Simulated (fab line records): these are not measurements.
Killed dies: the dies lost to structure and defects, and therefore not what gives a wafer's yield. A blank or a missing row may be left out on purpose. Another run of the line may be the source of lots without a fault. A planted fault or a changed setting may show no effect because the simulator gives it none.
Comparing a struck lot with a sound one :: flow sfq_line :: 13 out of 325 route steps
Sound: the wafers L609.1, L609.4, L609.6. Struck: wafers L619.1, L619.2, L619.4. Last of all comes the cause.
Per side, at each step with rows, come the tool, then ch with its chambers, and then its first start. Under that, the readings that differ: sound wafers :: struck wafers :: difference of the means :: sigmas: that difference in standard deviations of wafers without a fault.
alike: a reading whose means differ by less than 2 such deviations, as well as words and numbers matching on both sides. not compared: withheld readings; readings where some wafer has no value; bounds like >300 that might hide an equal value; numbers whose values overlap and for which the record gives no deviation.
The two part at a step that has a row with sigmas, a row that says differs or no value, or rows on one side only. When numbers do not overlap yet have no deviation, they are printed without sigmas and do not part them. Lack of a reading on every wafer of one side parts them only where that side has two or more wafers.

first, 6 steps without rows for these wafers: SFQ_TRILAYER_M6_LITHO_COAT_164 (resist thk 62 nm); SFQ_TRILAYER_M6_LITHO_COAT_159 (resist thk 600 nm); SFQ_TRILAYER_M6_LITHO_SOFTBAKE_163; SFQ_TRILAYER_M6_LITHO_EXPOSE_160 (exposes mask M6, target cd 500 nm); SFQ_TRILAYER_M6_LITHO_PEB_162 (peb time 60 s); SFQ_TRILAYER_M6_LITHO_DEVELOP_161 (time 60 s).
SFQ_M6_OVL_MEAS_940:
  struck on overlay-01, day 61 17:58; sound on overlay-01, day 58 16:46
  alike: M6_OVL
SFQ_TRILAYER_M6_BARC_OPEN_METAL_ETCH_206: etches BARC in O2, target depth 125 nm, time 41.7 s.
  sound on rie_metal-01 ch 0,1, day 58 16:47; struck on rie_metal-01 ch 0,1, day 61 17:59
  alike: drypump_motor_current_A, he_backside_leak_sccm, oes_product_au
  not compared: rf_hours_counter_h
SFQ_TRILAYER_M6_ETCH_METAL_ETCH_162: etches Nb in Cl2/Ar, stops on SiO2, target depth 240 nm, time 120 s.
  sound on rie_metal-01 ch 0,1, day 58 16:51; struck on rie_metal-01 ch 0,1, day 61 18:03
  alike: drypump_motor_current_A, he_backside_leak_sccm, oes_product_au
  not compared: rf_hours_counter_h
SFQ_TRILAYER_M6_STRIP_STRIP_163: strips in O2.
  sound on rie_metal-01 ch 0,1, day 58 16:59; struck on rie_metal-01 ch 0,1, day 61 18:11
  alike: drypump_motor_current_A, he_backside_leak_sccm, oes_product_au
  not compared: rf_hours_counter_h
then, 1 step without rows for these wafers: SFQ_TRILAYER_M6_STRIP_SOLV_CLEAN_164 (cleans in NMP, time 600 s).
SFQ_TRILAYER_I6_DEP_PECVD_165: deposits SiO2 from SiH4/N2O, time 111.11 s, target thk 500 nm.
  sound on pecvd-01 ch 0,2, day 58 17:45; struck on pecvd-03 ch 0,2, day 61 18:58
reading: rf_fwd_power_W (W)
sound: 182.9 182.7 183.4
struck: 152.0 153.4 152.8
difference: -30.3
sigmas: -41

reading: model.SiO2_of_TRILAYER_I6_DEP_PECVD_165.thk_nm (nm)
sound: 500 506.2 499.9
struck: 465.6 476.9 489.1
difference: -24.8
sigmas: 
  alike: heater_power_outer_w, heater_power_w, susceptor_temp_C, throttle_valve_pct
SFQ_TRILAYER_I6_CMP_CMP_166: polishes SiO2.
  sound on cmp-02 ch 0,2,3, day 58 23:04; struck on cmp-02 ch 1,2,3, day 62 08:50
  alike: head_pressure_psi, motor_current_A, slurry_flow_ml_min

## WHERE THEY PART
SFQ_TRILAYER_I6_DEP_PECVD_165 only, going by this record. Later steps at which nothing parts them and some readings are alike: SFQ_TRILAYER_I6_CMP_CMP_166.

WHY: what had been put in by the simulator
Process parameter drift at SFQ_TRILAYER_I6_DEP_PECVD_165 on pecvd-03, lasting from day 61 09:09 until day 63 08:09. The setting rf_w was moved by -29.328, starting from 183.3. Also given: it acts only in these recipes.
